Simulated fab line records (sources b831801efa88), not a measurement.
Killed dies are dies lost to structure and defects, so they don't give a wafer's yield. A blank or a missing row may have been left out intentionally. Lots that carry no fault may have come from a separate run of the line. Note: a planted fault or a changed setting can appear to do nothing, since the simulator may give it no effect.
Which tool did it? | flow gf180mcu | 33 wafers from 11 lots sampled at 4 of the route's 602 steps

== WHAT THE GAUGES SHOWED, per wafer ==
GF_HV_LDD_CD_MEAS_46 targets a cd of 400 nm. Usual: cd nm 400.2 nm, standard deviation 2.3.
lot  | measured     | on        | cd nm (nm)        | flag
L368 | day 12 12:55 | cd sem-02 | 400.4 401.6 399.5 |
L370 | day 13 09:02 | cd sem-02 | 398.2 400.4 398.2 |
L371 | day 14 03:58 | cd sem-01 | 402.0 401.4 400.2 |
L372 | day 14 14:08 | cd sem-02 | 398.9 398.6 396.7 |
L375 | day 15 13:01 | cd sem-02 | 397.4 398.4 397.3 |
L376 | day 15 17:19 | cd sem-01 | 402.8 404.9 400.7 |
L381 | day 17 04:26 | cd sem-02 | 616.6 614.7 618.0 | OFF
L385 | day 18 10:41 | cd sem-01 | 403.5 401.8 403.7 |
L387 | day 19 04:47 | cd sem-01 | 397.1 395.7 393.0 |
L389 | day 19 18:42 | cd sem-02 | 400.3 398.7 399.9 |
L390 | day 20 14:58 | cd sem-01 | 403.6 401.6 400.7 |

GF_HV_LDD_OVL_MEAS_47. Usual: for HV_LDD_03_OVL the level is -1.0 nm and the standard deviation is 1.4.
lot  | measured     | on         | HV_LDD_03_OVL (nm) | flag
L368 | day 12 13:01 | overlay-01 | -2.0 -2.0 0.6      |
L370 | day 13 09:10 | overlay-01 | -0.7 -1.4 -1.7     |
L371 | day 14 04:05 | overlay-01 | 0.9 -2.1 -1.9      |
L372 | day 14 14:16 | overlay-01 | -2.2 -2.8 -3.6     |
L375 | day 15 13:07 | overlay-01 | -4.1 -2.8 -0.9     |
L376 | day 15 17:25 | overlay-01 | -1.0 -1.2 -2.3     |
L381 | day 17 04:34 | overlay-02 | 0.0 0.1 0.2        |
L385 | day 18 10:46 | overlay-01 | -2.4 -3.2 -2.1     |
L387 | day 19 04:55 | overlay-02 | -0.7 0.0 -0.2      |
L389 | day 19 18:48 | overlay-01 | -0.8 -2.2 -2.0     |
L390 | day 20 15:04 | overlay-02 | -0.1 -1.0 1.1      |

== WHAT TOOL EACH LOT RAN ON (gives the tool, then ch and the chambers of the sampled wafers, and finally the start) ==
lot  | GF_DUAL_GATE_STRIP_13                | GF_HV_LDD_COAT_41
L368 | plasma asher-04 ch 0,1, day 8 13:53  | litho track-01 ch 0, day 12 03:26
L370 | plasma asher-02 ch 0,1, day 9 05:31  | litho track-03 ch 0, day 12 22:35
L371 | plasma asher-01 ch 0,1, day 9 19:17  | litho track-03 ch 0, day 13 17:23
L372 | plasma asher-01 ch 0,1, day 10 02:42 | litho track-03 ch 0, day 14 03:35
L375 | plasma asher-02 ch 0,1, day 10 20:14 | litho track-04 ch 0, day 15 02:04
L376 | plasma asher-01 ch 0,1, day 11 04:32 | litho track-04 ch 0, day 15 06:34
L381 | plasma asher-04 ch 0,1, day 12 11:21 | litho track-04 ch 0, day 16 17:01
L385 | plasma asher-01 ch 0,1, day 13 15:58 | litho track-03 ch 0, day 17 22:41
L387 | plasma asher-04 ch 0,1, day 14 05:48 | litho track-01 ch 0, day 18 16:08
L389 | plasma asher-04 ch 0,1, day 14 16:43 | litho track-03 ch 0, day 19 06:39
L390 | plasma asher-01 ch 0,1, day 15 12:28 | litho track-01 ch 0, day 20 02:05
- GF_DUAL_GATE_STRIP_13: strips in O2/N2.
- GF_HV_LDD_COAT_41: resist thk 1000 nm.

== WHAT THE TOOLS THEMSELVES READ (means of the sampled wafers that have a number; where no wafer has one, the mark that the record gives instead) ==
GF_DUAL_GATE_STRIP_13. Usual: drypump motor current A 5.8 A, standard deviation 0.32; heater power w 341 W, standard deviation 20; oes product au 0.716 a.u., standard deviation 0.0043; strip time to endpoint s 12.62 s, standard deviation 0.034.
lot  | tool            | drypump motor current A (A) | heater power w (W) | oes product au (a.u.) | strip time to endpoint s (s) | flag
L368 | plasma asher-04 | 5.8                         | 341                | 0.715                 | 12.66                        |
L370 | plasma asher-02 | 5.9                         | 337                | 0.716                 | 12.59                        |
L371 | plasma asher-01 | 6.0                         | 335                | 0.714                 | 12.61                        |
L372 | plasma asher-01 | 6.0                         | 329                | 0.717                 | 12.59                        |
L375 | plasma asher-02 | 5.9                         | 345                | 0.716                 | 12.62                        |
L376 | plasma asher-01 | 6.0                         | 331                | 0.714                 | 12.60                        |
L381 | plasma asher-04 | 5.8                         | 348                | 0.715                 | 12.61                        |
L385 | plasma asher-01 | 6.0                         | 330                | 0.719                 | 12.65                        |
L387 | plasma asher-04 | 5.8                         | 353                | 0.715                 | 12.65                        |
L389 | plasma asher-04 | 5.8                         | 352                | 0.713                 | 12.65                        |
L390 | plasma asher-01 | 6.0                         | 330                | 0.719                 | 12.61                        |

GF_HV_LDD_COAT_41. Usual: resist line temp C 23.00 C, standard deviation 0.11; spin speed rpm 3000.3 rpm, standard deviation 2.
lot  | tool           | resist line temp C (C) | spin speed rpm (rpm) | flag
L368 | litho track-01 | 23.04                  | 3000.0               |
L370 | litho track-03 | 23.21                  | 2999.0               |
L371 | litho track-03 | 23.08                  | 3000.1               |
L372 | litho track-03 | 23.00                  | 3001.8               |
L375 | litho track-04 | 23.06                  | 3000.6               |
L376 | litho track-04 | 23.03                  | 2999.9               |
L381 | litho track-04 | 22.99                  | 2999.2               |
L385 | litho track-03 | 22.92                  | 2999.1               |
L387 | litho track-01 | 22.86                  | 3001.1               |
L389 | litho track-03 | 23.10                  | 2998.4               |
L390 | litho track-01 | 23.09                  | 3000.7               |

== THE ANSWER, worked out from the rows above alone ==
Rule: take the mean of a lot's wafers that have a number; if it is more than 3 standard deviations from the usual mean, the lot is off. Also off: a lot with no number at a reading for which 4 or more lots have one. Any other lot the step has rows for is counted as sound. The gauges are gone through in route order, then the tools' own readings, and for those a lot's mean is taken as printed above. The first step at which some lot is off is used, and at that step the reading that is off furthest; a lot without a number counts as furthest.
Off at GF_HV_LDD_CD_MEAS_46 (cd nm): L381.
If a tool, at a process step before that reading, ran all the lots that are off and no sound lot after the first of them, it fits. Gauges at GF_HV_LDD_CD_MEAS_46: tried the same way as those tools. One fits: litho track-04 at GF_HV_LDD_COAT_41. Its last sound lot is L376 (day 15 06:34), its first lot that is off L381 (day 16 17:01): a fault that began between those two fits.

== WHAT THE SIMULATOR PUT IN ==
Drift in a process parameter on litho track-04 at GF_HV_LDD_COAT_41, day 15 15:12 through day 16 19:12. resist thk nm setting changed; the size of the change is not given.
Shown lots that were struck: L381. The rule above found the same.
